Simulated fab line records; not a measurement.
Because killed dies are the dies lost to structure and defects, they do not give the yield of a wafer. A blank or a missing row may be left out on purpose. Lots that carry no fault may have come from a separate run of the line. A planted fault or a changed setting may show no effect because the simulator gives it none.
The same fault as seen by 2 desks || flow sky130 || only its own numbers are on each desk; what lay behind them is given at the end

TOOL OWNER'S DESK, litho track-03
At SKY_VIA4_SOFTBAKE_07 (time 60 s), the tool's own readings, given per lot that ran on this tool as the mean of the sampled wafers with a number. A lot is out of limits, marked OUT, if its mean lies more than 4 standard deviations from the usual mean; the brackets give that distance.
Columns: A = exhaust pa at SKY_VIA4_SOFTBAKE_07, usual 45.1 Pa; B = run length s at SKY_VIA4_SOFTBAKE_07, usual 89.33 s
{"lot": "L225", "first seen here": "day 43 16:50", "A": 45.0, "B": 89.34}
{"lot": "L233", "first seen here": "day 45 19:55", "A": 44.8, "B": "95.18 (+45) OUT"}
{"lot": "L234", "first seen here": "day 45 22:43", "A": 46.0, "B": "100.87 (+89) OUT"}
This desk finds L233, L234 out of limits, L233 being first, at day 45 19:55 (run length s at SKY_VIA4_SOFTBAKE_07). Within limits: L225.

METROLOGY DESK
What the gauges read, lot by lot, whatever tool the lot ran on: means of the sampled wafers that have a number. A lot is out of limits, marked OUT, if its mean lies more than 4 standard deviations from the usual mean; the brackets give that distance.
Columns: A = CAP2M_CVD_00_THK at SKY_CAP2M_THK_MEAS_01, usual 15.44 nm
{"lot": "L223", "first seen here": "day 40 04:51", "A": 15.55}
{"lot": "L225", "first seen here": "day 41 04:11", "A": 15.41}
{"lot": "L227", "first seen here": "day 41 13:14", "A": 15.58}
{"lot": "L233", "first seen here": "day 43 11:16", "A": 15.19}
{"lot": "L234", "first seen here": "day 43 13:26", "A": 15.70}
{"lot": "L236", "first seen here": "day 44 04:12", "A": 15.26}
{"lot": "L238", "first seen here": "day 44 17:11", "A": 15.35}
{"lot": "L239", "first seen here": "day 45 05:12", "A": 15.37}
{"lot": "L240", "first seen here": "day 45 09:14", "A": 15.58}
{"lot": "L242", "first seen here": "day 45 17:13", "A": 15.45}
{"lot": "L243", "first seen here": "day 46 01:13", "A": 15.47}
Result from this desk: across the 11 lots, nothing is out of limits.

PUT TOGETHER
The tool owner's desk could have raised an alarm at day 45 19:55, on L233, L234.
Nothing out of limits was seen by the metrology desk.
The metrology desk has L233, L234 on record, within its limits.
SKY_VIA4_SOFTBAKE_07 was run on litho track-03 by each of the lots named.

WHAT THE SIMULATOR PUT IN
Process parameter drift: litho track-03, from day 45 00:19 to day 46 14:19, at SKY_VIA4_SOFTBAKE_07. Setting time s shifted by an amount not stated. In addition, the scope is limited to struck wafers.
Struck lots among those shown: L233, L234.
How many hours passed from the start of the fault until each desk's first out-of-limits reading: the tool owner's desk, 20.
